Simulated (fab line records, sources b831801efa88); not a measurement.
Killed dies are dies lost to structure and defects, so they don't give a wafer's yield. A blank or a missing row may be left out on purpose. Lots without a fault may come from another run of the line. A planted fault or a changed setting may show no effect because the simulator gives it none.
fab line records | flow sky130
record lots=10 wafers=30 last_day=50
route steps=708 shown LDD_HVP@285 POLY_CUT@317 SD_P@331 RES_XHIGH@339
lots that met no fault: from a run of the same line without faults
start_h: hours from the record's first day to the start of the lot's first wafer shown | wait_h: hours since the lot's step before | " the same as in the row above | L1.1+2: a row that stands for several wafers | - no value, or no start given | * or withheld: withheld | < > ~ a bound
route shown NAME@n: a module of which the file shows steps, and the number in the route of the first | usual: mean/standard deviation of fault-free wafers | same: alike in all rows | chamber/n: place in a boat | sites: the reading at each site | _std_site: their standard deviation | _edge_site: outer sites' mean less inner sites' | radius_mm: how far each site lies from the wafer's centre | mask NAME#n: copy n | behind: the tool/chamber that last shaped the wafer | hold: why the lot was held/for how many hours/how that ended | device: the transistor (n, p or np) that didn't switch | end of line: the same wafers' tests at the end of the route | a step without rows: its recipe alone | killed: dies lost to structure and defects at the first sort, not the wafer's yield | map: a wafer's dies, x killed, . not, _ none there
set.NAME: the setting as run; set.NAME@STEP: as run at that earlier step | model.NAME: the simulator's own value behind a step, which no gauge read
steps of the route over a sample of lots; a table a step, a row a wafer
services: from which hour (start_h, from the record's first day; less than 0 if before it) a tool's chamber was out of use, for how many hours, and why
## steps
# step SKY_LDD_HVP_OVL_MEAS_07
# usual LDD_HVP_OVL=1.4/1.3
# columns lot.wafer tool chamber start_h wait_h LDD_HVP_OVL[nm]
L275.1 overlay-01 - 505.96 0.1 1.1
L275.5 " - " " 2.2
L275.6 " - " " 1.1
L277.1 overlay-01 - 526.56 0.1 1.6
L277.3 " - " " 1.5
L277.5 " - " " 0.5
L282.2 overlay-02 - 567.47 0.1 0.2
L282.3 " - " " 0.7
L282.5 " - " " 0.4
L281.1 overlay-02 - 569.46 0.1 1.8
L281.5 " - " " -1.0
L281.6 " - " " 2.6
L283.2 overlay-02 - 579.47 0.1 3.0
L283.4 " - " " 0.6
L283.5 " - " " 1.8
L288.3 overlay-01 - 623.48 0.1 1.6
L288.4 " - " " 0.9
L288.5 " - " " 0.9
L291.3 overlay-01 - 646.67 0.1 2.4
L291.4 " - " " 1.9
L291.5 " - " " 2.8
L292.1 overlay-02 - 665.83 0.1 1.0
L292.2 " - " " -0.1
L292.5 " - " " -1.6
L295.4 overlay-02 - 678.63 0.1 3.4
L295.5 " - " " 3.5
L295.6 " - " " 4.1
L296.2 overlay-01 - 681.42 0.1 2.0
L296.3 " - " " 2.9
L296.5 " - " " 2.0
# step SKY_POLY_CUT_ETCH_10
# recipe chemistry=N2/H2 target=BARC ion_energy_ev=200 source_w=500 bias_w=100 pressure_mtorr=30 n2_flow_sccm=100 h2_flow_sccm=200 stop_on=SiO2 time_s=45.9 target_depth_a=600
# usual chamber_pressure_mTorr=29.999/0.026 drypump_motor_current_A=5.72/0.3 oes_product_au=0.855/0.0051 throttle_valve_pct=13.226/0.0099
# columns lot.wafer tool chamber start_h wait_h chamber_pressure_mTorr drypump_motor_current_A oes_product_au rf_hours_counter_h throttle_valve_pct
L275.1 rie_diel-04 2 568.79 0.0 30.001 5.74 0.857 9 13.220
L275.5 " 1 " " 29.988 5.82 0.856 - 13.223
L275.6 " 2 " " 29.992 5.74 0.854 - 13.240
L277.1 rie_diel-03 3 587.64 0.0 30.028 5.89 0.852 4 13.235
L277.3 " 0 " " 29.982 5.40 0.854 11 13.230
L277.5 " 3 " " 29.993 5.91 0.851 - 13.217
L282.2 rie_diel-01 2 629.24 0.0 29.999 6.19 0.859 12 13.233
L282.3 " 3 " " 29.968 5.40 0.854 49 13.216
L282.5 " 2 " " 29.983 6.18 0.851 - 13.238
L281.1 rie_diel-03 3 630.34 0.0 29.994 5.89 0.861 4 13.235
L281.5 " 2 " " 29.945 5.19 0.856 - 13.225
L281.6 " 3 " " 29.969 5.88 0.855 - 13.215
L283.2 rie_diel-04 3 640.64 0.0 29.992 6.01 0.851 12 13.221
L283.4 " 1 " " 30.008 5.81 0.849 2 13.216
L283.5 " 1 " " 30.008 5.79 0.858 - 13.222
L288.3 rie_diel-01 1 683.04 0.0 30.024 6.09 0.858 12 13.216
L288.4 " 0 " " 30.035 5.39 0.857 3 13.233
L288.5 " 2 " " 29.999 6.20 0.850 - 13.212
L291.3 rie_diel-04 3 706.29 0.0 30.004 6.05 0.853 13 13.231
L291.4 " 2 " " 29.988 5.75 0.859 12 13.217
L291.5 " 1 " " 29.981 5.80 0.857 - 13.220
L292.1 rie_diel-01 0 725.92 0.0 30.050 5.36 0.860 4 13.222
L292.2 " 1 " " 29.970 6.10 0.860 12 13.234
L292.5 " 3 " " 30.030 5.37 0.853 - 13.233
L295.4 rie_diel-04 3 737.64 0.0 30.026 6.01 0.863 14 13.240
L295.5 " 1 " " 30.026 5.81 0.860 - 13.231
L295.6 " 2 " " 29.988 5.71 0.865 - 13.216
L296.2 rie_diel-01 0 740.44 0.0 30.017 5.39 0.857 5 13.240
L296.3 " 1 " " 30.020 6.11 0.853 12 13.212
L296.5 " 0 " " 30.008 5.39 0.861 - 13.216
# step SKY_SD_P_TW_MEAS_11
# usual SD_P_TW=2814/30
# columns lot.wafer tool chamber start_h wait_h SD_P_TW
L275.1 film_metro-04 - 598.87 0.1 2815
L275.5 " - " " 2817
L275.6 " - " " 2807
L277.1 film_metro-01 - 617.17 0.1 2864
L277.3 " - " " 2882
L277.5 " - " " 2868
L282.2 film_metro-04 - 658.55 0.1 2816
L282.3 " - " " 2815
L282.5 " - " " 2810
L281.1 film_metro-01 - 659.54 0.1 2872
L281.5 " - " " 2876
L281.6 " - " " 2869
L283.2 film_metro-02 - 668.78 0.1 2777
L283.4 " - " " 2788
L283.5 " - " " 2778
L288.3 film_metro-01 - 712.61 0.1 2858
L288.4 " - " " 2835
L288.5 " - " " 2871
L291.3 film_metro-04 - 735.21 0.1 2830
L291.4 " - " " 2837
L291.5 " - " " 2826
L292.1 film_metro-04 - 754.34 0.1 2826
L292.2 " - " " 2822
L292.5 " - " " 2832
L295.4 film_metro-02 - 765.90 0.1 2800
L295.5 " - " " 2819
L295.6 " - " " 2792
L296.2 film_metro-02 - 768.55 0.1 2784
L296.3 " - " " 2788
L296.5 " - " " 2791
# step SKY_RES_XHIGH_IMPLANT_07
# recipe species=BF2 energy_kev=20 dose_cm2=3.6e+14 tilt_deg=0
# usual beam_energy_keV=20.001/0.006 beam_on_s=38.9/1.6 dose_ions_cm2=3.601e+14/3.6e+11
# columns lot.wafer tool chamber start_h wait_h beam_energy_keV beam_on_s dose_ions_cm2
L275.1 implanter-02 0 628.13 0.1 19.996 37.7 3.604e+14
L275.5 " 0 " " 19.999 37.6 3.604e+14
L275.6 " 0 " " 19.999 36.5 3.607e+14
L277.1 implanter-01 0 646.36 0.1 20.005 39.3 3.606e+14
L277.3 " 0 " " 20.006 41.5 3.6e+14
L277.5 " 0 " " 19.998 41.6 3.601e+14
L282.2 implanter-01 0 686.59 0.1 20.005 71.3 6.352e+14
L282.3 " 0 " " 20.001 71.9 6.353e+14
L282.5 " 0 " " 20.006 70.6 6.35e+14
L281.1 implanter-01 0 688.06 0.1 20.002 73.0 6.346e+14
L281.5 " 0 " " 19.995 70.2 6.349e+14
L281.6 " 0 " " 19.999 70.9 6.352e+14
L283.2 implanter-02 0 697.23 0.1 19.996 36.6 3.601e+14
L283.4 " 0 " " 19.996 38.7 3.605e+14
L283.5 " 0 " " 19.999 36.6 3.6e+14
L288.3 implanter-02 0 740.63 0.1 20.002 37.7 3.596e+14
L288.4 " 0 " " 20.007 37.6 3.598e+14
L288.5 " 0 " " 20.003 37.9 3.599e+14
L291.3 implanter-01 0 763.28 0.1 19.993 42.1 3.603e+14
L291.4 " 0 " " 20.004 41.5 3.604e+14
L291.5 " 0 " " 20.006 40.2 3.599e+14
L292.1 implanter-01 0 781.38 0.1 20.001 40.6 3.608e+14
L292.2 " 0 " " 19.995 40.5 3.6e+14
L292.5 " 0 " " 20.008 42.0 3.599e+14
L295.4 implanter-01 0 792.94 0.1 19.999 40.0 3.601e+14
L295.5 " 0 " " 20.000 40.2 3.601e+14
L295.6 " 0 " " 20.007 41.1 3.603e+14
L296.2 implanter-01 0 795.64 0.1 20.004 40.3 3.603e+14
L296.3 " 0 " " 20.011 39.8 3.6e+14
L296.5 " 0 " " 20.010 40.1 3.601e+14
# step SKY_RES_XHIGH_STRIP_08
# recipe chemistry=O2/N2 power_w=1400 pressure_mtorr=1500 platen_temp_c=withheld o2_flow_sccm=3000 n2_flow_sccm=300 overash_fraction=0.5
# usual chamber_pressure_mTorr=1500.1/1.4 drypump_motor_current_A=5.75/0.26 oes_product_au=0.711/0.0044 strip_time_to_endpoint_s=14.26/0.045
# columns lot.wafer tool chamber start_h wait_h chamber_pressure_mTorr drypump_motor_current_A oes_product_au rf_hours_counter_h strip_time_to_endpoint_s
L275.1 plasma_asher-04 1 628.28 0.1 1497.4 5.96 0.718 20 14.21
L275.5 " 1 " " 1500.8 5.98 0.719 - 14.25
L275.6 " 0 " " 1500.4 5.27 0.714 - 14.25
L277.1 plasma_asher-03 1 646.51 0.1 1501.6 5.90 0.703 85 14.29
L277.3 " 1 " " 1500.7 5.91 0.713 - 14.33
L277.5 " 1 " " 1498.9 5.91 0.711 - 14.33
L282.2 plasma_asher-03 0 686.71 0.1 1499.0 5.51 0.692 89 14.85
L282.3 " 0 " " 1500.7 5.52 0.689 - 14.89
L282.5 " 1 " " 1501.0 5.89 0.695 - 14.85
L281.1 plasma_asher-02 1 688.21 0.1 1498.0 6.00 0.693 94 14.84
L281.5 " 0 " " 1502.4 5.65 0.696 - 14.82
L281.6 " 1 " " 1501.6 5.99 0.687 - 14.87
L283.2 plasma_asher-02 0 697.35 0.1 1499.4 5.62 0.713 95 14.25
L283.4 " 1 " " 1499.6 5.99 0.711 - 14.23
L283.5 " 0 " " 1501.3 5.62 0.704 - 14.26
L288.3 plasma_asher-04 0 740.77 0.1 1500.5 5.26 0.714 - 14.30
L288.4 " 1 " " 1498.8 6.05 0.706 - 14.27
L288.5 " 1 " " 1498.9 6.03 0.707 - 14.29
L291.3 plasma_asher-02 0 763.42 0.1 1501.7 5.64 0.719 - 14.26
L291.4 " 1 " " 1501.5 5.99 0.717 - 14.22
L291.5 " 1 " " 1501.7 6.02 0.706 - 14.25
L292.1 plasma_asher-02 0 781.53 0.1 1501.3 5.61 0.714 3 14.28
L292.2 " 1 " " 1501.3 5.98 0.711 3 14.26
L292.5 " 0 " " 1499.7 5.62 0.712 - 14.27
L295.4 plasma_asher-02 0 793.05 0.1 1502.5 5.63 0.710 - 14.36
L295.5 " 0 " " 1500.3 5.62 0.708 - 14.29
L295.6 " 1 " " 1499.5 6.00 0.712 - 14.34
L296.2 plasma_asher-02 0 795.77 0.1 1499.8 5.66 0.705 5 14.16
L296.3 " 0 " " 1498.4 5.65 0.711 - 14.15
L296.5 " 1 " " 1499.5 6.02 0.712 - 14.17
# step SKY_RES_XHIGH_TW_MEAS_09
# usual RES_XHIGH_TW=1635/20
# columns lot.wafer tool chamber start_h wait_h RES_XHIGH_TW
L275.1 film_metro-04 - 628.38 0.1 1631
L275.5 " - " " 1632
L275.6 " - " " 1630
L277.1 film_metro-02 - 646.61 0.1 1621
L277.3 " - " " 1621
L277.5 " - " " 1624
L282.2 film_metro-02 - 686.82 0.1 1908
L282.3 " - " " 1905
L282.5 " - " " 1920
L281.1 film_metro-02 - 688.31 0.1 1921
L281.5 " - " " 1909
L281.6 " - " " 1915
L283.2 film_metro-04 - 697.47 0.1 1640
L283.4 " - " " 1640
L283.5 " - " " 1638
L288.3 film_metro-01 - 740.85 0.1 1672
L288.4 " - " " 1673
L288.5 " - " " 1677
L291.3 film_metro-02 - 763.50 0.1 1621
L291.4 " - " " 1623
L291.5 " - " " 1623
L292.1 film_metro-04 - 781.63 0.1 1633
L292.2 " - " " 1627
L292.5 " - " " 1633
L295.4 film_metro-02 - 793.15 0.1 1612
L295.5 " - " " 1616
L295.6 " - " " 1609
L296.2 film_metro-02 - 795.88 0.1 1602
L296.3 " - " " 1612
L296.5 " - " " 1605
# step SKY_SD_N_RS_MEAS_18
# recipe thk_meas_gauge=four-point-probe
# usual RES_XHIGH_RS=333.7/1.3
# columns lot.wafer tool chamber start_h wait_h RES_XHIGH_RS[ohm/sq]
L275.1 film_metro-01 - 658.25 0.1 335.1
L275.5 " - " " 334.5
L275.6 " - " " 334.8
L277.1 film_metro-01 - 675.55 0.1 331.3
L277.3 " - " " 332.4
L277.5 " - " " 331.6
L282.2 film_metro-04 - 716.63 0.1 218.7
L282.3 " - " " 219.0
L282.5 " - " " 219.4
L281.1 film_metro-02 - 718.05 0.1 218.3
L281.5 " - " " 217.9
L281.6 " - " " 218.1
L283.2 film_metro-01 - 726.91 0.1 334.9
L283.4 " - " " 332.5
L283.5 " - " " 333.7
L288.3 film_metro-02 - 769.88 0.1 332.3
L288.4 " - " " 332.5
L288.5 " - " " 333.2
L291.3 film_metro-01 - 792.36 0.1 333.2
L291.4 " - " " 334.4
L291.5 " - " " 333.4
L292.1 film_metro-01 - 809.81 0.1 330.7
L292.2 " - " " 329.9
L292.5 " - " " 330.8
L295.4 film_metro-01 - 821.80 0.1 333.3
L295.5 " - " " 334.5
L295.6 " - " " 333.8
L296.2 film_metro-04 - 824.66 0.1 336.9
L296.3 " - " " 336.5
L296.5 " - " " 336.9
## services
# columns tool chamber start_h hours kind
rie_diel-01 - 580.57 0.3 repair
rie_diel-04 0 596.90 5.9 repair
plasma_asher-02 - 601.55 6.5 repair
implanter-01 - 602.30 2.1 repair
rie_diel-03 - 610.31 1.0 repair
rie_diel-04 2 619.76 8.8 repair
rie_diel-03 - 627.54 2.8 pm
rie_diel-03 - 631.62 4.0 pm
rie_diel-01 0 655.32 6.9 repair
rie_diel-03 3 664.36 7.1 repair
plasma_asher-04 - 679.80 14.6 pm
rie_diel-04 2 681.56 11.1 repair
rie_diel-01 1 689.30 36.2 repair
rie_diel-01 0 690.45 7.3 repair
rie_diel-04 3 692.08 4.6 repair
implanter-01 - 696.13 2.4 repair
rie_diel-01 2 711.68 1.6 repair
rie_diel-01 - 714.83 0.4 repair
plasma_asher-02 - 733.75 9.0 pm
rie_diel-01 - 752.74 2.8 pm
rie_diel-04 1 760.56 15.0 repair
plasma_asher-02 - 772.40 2.8 repair
rie_diel-04 1 777.29 9.5 repair
rie_diel-01 - 781.69 6.2 repair
## key
first_sign step=SKY_RES_XHIGH_IMPLANT_07 reading=dose_ions_cm2 direction=up sigmas=99+ usual=* struck=*
effect step=SKY_RES_XHIGH_IMPLANT_07 reading=beam_on_s direction=up sigmas=20 usual=38.9 struck=71.3
effect step=SKY_RES_XHIGH_STRIP_08 reading=strip_time_to_endpoint_s direction=up sigmas=13 usual=* struck=*
effect step=SKY_RES_XHIGH_TW_MEAS_09 reading=RES_XHIGH_TW direction=up sigmas=14 usual=1635 struck=1913
effect step=SKY_SD_N_RS_MEAS_18 reading=RES_XHIGH_RS direction=down sigmas=86 usual=333.7 struck=218.6
met_at SKY_RES_XHIGH_IMPLANT_07
struck_lots L281,L282
tester_left_out L281,L282
not_acting_at SKY_LDD_HVP_OVL_MEAS_07,SKY_POLY_CUT_ETCH_10,SKY_SD_P_TW_MEAS_11
onset_between 646.36 686.59
fault kind=process_parameter_drift tool=implanter-01 chamber=- onset_h=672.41 steps=SKY_RES_XHIGH_IMPLANT_07 channel=dose_cm2 offset=* shape=step end_h=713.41 acts_in=* stated=*
# tester_left_out: of these lots the tester's yield and bins aren't shown, on N5 and GAA mostly nor the transistor test; their killed dies are dies lost to structure and defects alone, not to doping, threshold or leakage, so they don't give the yield
